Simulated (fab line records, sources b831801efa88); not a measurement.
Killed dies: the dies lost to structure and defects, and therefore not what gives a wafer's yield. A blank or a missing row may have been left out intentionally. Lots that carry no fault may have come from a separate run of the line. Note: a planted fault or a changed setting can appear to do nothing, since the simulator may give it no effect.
Which of the tools did it? | flow gf180mcu | 6 lots, 18 wafers sampled, at 3 steps of a route of 602

## WHAT THE GAUGES SHOWED, per wafer
GF_VT_IMPLANT_RS_MEAS_48: measurement is done with a four-point probe.
lot  | measured     | on            | LVPWELL_RS (ohm/sq)
L170 | day 7 19:54  | film_metro-02 | 1198 1197 1195
L173 | day 9 00:53  | film_metro-01 | 1199 1200 1197
L175 | day 9 10:03  | film_metro-02 | 1193 1194 1192
L177 | day 9 23:45  | film_metro-02 | 1200 1199 1199
L180 | day 10 18:21 | film_metro-02 | 1197 1198 1196
L188 | day 12 19:20 | film_metro-02 | 1235 1232 1238

## TOOL THAT RAN EACH LOT (tool first, then ch and the chambers of the sampled wafers, then the start)
lot  | GF_DNWELL_STRIP_08                  | GF_LVPWELL_IMPLANT_09
L170 | plasma_asher-02 ch 0,1, day 3 00:17 | implanter-02 ch 0, day 4 02:25
L173 | plasma_asher-04 ch 0,1, day 3 20:27 | implanter-04 ch 0, day 5 00:52
L175 | plasma_asher-03 ch 0,1, day 4 03:31 | implanter-04 ch 0, day 5 08:44
L177 | plasma_asher-02 ch 0,1, day 4 16:02 | implanter-02 ch 0, day 5 21:05
L180 | plasma_asher-02 ch 0,1, day 5 07:41 | implanter-02 ch 0, day 6 13:23
L188 | plasma_asher-03 ch 0,1, day 6 21:59 | implanter-02 ch 0, day 8 05:50
- GF_DNWELL_STRIP_08: strips in O2/N2.
- GF_LVPWELL_IMPLANT_09

## THE ANSWER, worked out from the rows above alone
Rule: what is usual is taken from the lots themselves. The widest of any qualifying gaps counts: lots, ordered by their means at a reading, are off when they make up no more than a third of the lots, leave a main group of 4 or more, and stand apart from it by 3 or more times the standard deviation of that group's means. If all means in a main group match to the digits the tables above print for the reading, that group is not used. Also off: a lot with no number at a reading for which 4 or more lots have one. Where the step has rows for the other lots, those lots are counted as sound.
Off: L188, seen at GF_VT_IMPLANT_RS_MEAS_48 (LVPWELL_RS). The main group has a mean of 1197 ohm/sq with a standard deviation of 2.2.
If a tool, at a process step before that reading, ran all the lots that are off and no sound lot after the first of them, it fits. The gauges at GF_VT_IMPLANT_RS_MEAS_48 are tried like those tools. Can't be told from this: 3 tools fit, plasma_asher-03 at GF_DNWELL_STRIP_08, implanter-02 at GF_LVPWELL_IMPLANT_09, film_metro-02 at GF_VT_IMPLANT_RS_MEAS_48.

## WHAT THE SIMULATOR HAD INSERTED
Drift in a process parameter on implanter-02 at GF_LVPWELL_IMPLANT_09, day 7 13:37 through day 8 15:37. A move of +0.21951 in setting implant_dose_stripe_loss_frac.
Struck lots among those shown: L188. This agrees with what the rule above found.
